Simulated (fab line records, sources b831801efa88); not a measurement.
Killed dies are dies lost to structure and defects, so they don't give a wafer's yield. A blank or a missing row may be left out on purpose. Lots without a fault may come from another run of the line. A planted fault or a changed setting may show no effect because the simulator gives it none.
Problem report in the 8D (eight disciplines) form, filled by code | flow gf180mcu | the parts of the form that need people (team, actions taken, sign-off) are left out

1. THE PROBLEM
HV_LDD_CVD_56_THK at GF_HV_LDD_THK_MEAS_57 reads a mean of 84.8 nm on 6 wafers of 2 lots; wafers without a fault read 89.9 nm with a standard deviation of 0.81. That is -6.3 standard deviations from the usual mean.
First seen on wafer L844.3, day 17 04:46, on film_metro-01. The record holds 39 wafers of 13 lots with a number at this step. Rule for "out", or "out of limits": more than 4 standard deviations from the usual mean. The other wafers with a number count as sound.

2. WHAT IT IS AND WHAT IT IS NOT
question                    | is                           | is not
which readings at this step | HV_LDD_CVD_56_THK            | -
which lots                  | L844, L846                   | L831, L834, L835, L836, L837, L838, L840, L841, L842, L851, L854
which wafers of those lots  | all that have a number       | -
read on which gauges        | film_metro-01, film_metro-02 | film_metro-04
when                        | from day 17 04:46            | up to then (27 sound wafers); but 6 sound wafers of L851, L854 came after

3. SUSPECTS, AND WHAT RULES EACH OUT
Counting: a tool at a process step up to the reading stays a suspect if it ran every lot that is out and no sound lot after the first of them.
- the gauge at GF_HV_LDD_THK_MEAS_57: ruled out. The wafers that are out were read on 2 gauges (film_metro-01, film_metro-02).
- lpcvd-01 at GF_HV_LDD_CVD_56 (deposits Si3N4 from DCS/NH3, target thk 90 nm, time 1543 s): ruled out as a lasting fault. Sound lots L854 ran on it after its first lot that is out, L844 (day 17 03:19).
Left after counting: nothing in the record.

4. THE CAUSE (what the simulator had put in)
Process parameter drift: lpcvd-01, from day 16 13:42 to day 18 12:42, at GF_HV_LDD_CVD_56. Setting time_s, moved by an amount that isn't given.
Counting ruled it out, wrongly: the rule takes a fault to strike every lot that its tool runs from its start on, and this one did not.

5. THE CHAIN OF EFFECTS, in route order
Each row: a reading whose mean over the struck wafers that have a number lies more than 3 standard deviations from the usual. Only readings for which the record gives a usual standard deviation are gone through. hours: the time from each lot's start at the first step in this table that gives one to its start at this step, as a median over the lots. sigmas: the change in usual standard deviations.
hours | step                  | reading           | usual      | on struck wafers | change | sigmas
0     | GF_HV_LDD_THK_MEAS_57 | HV_LDD_CVD_56_THK | 89.9 nm    | 84.8             | -5.1   | -6.3
0     | GF_HV_LDD_ETCHBACK_58 | oes_product_au    | 0.842 a.u. | 0.816            | -0.026 | -4.3
The process steps in it:
- GF_HV_LDD_ETCHBACK_58: etches Si3N4 in CH3F/O2, stops on SiO2, time 100 s, target depth 90 nm.
Later measuring or inspecting steps at which every struck wafer that the step has a row for has a number for every such reading, and none has moved that far: GF_SAB_CD_MEAS_09, GF_M1_CD_MEAS_14.

6. WHAT WOULD HAVE CAUGHT IT SOONER
In this record the first reading out of limits at a measuring or inspecting step was taken at day 17 04:46, 15 hours after the fault began at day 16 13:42.
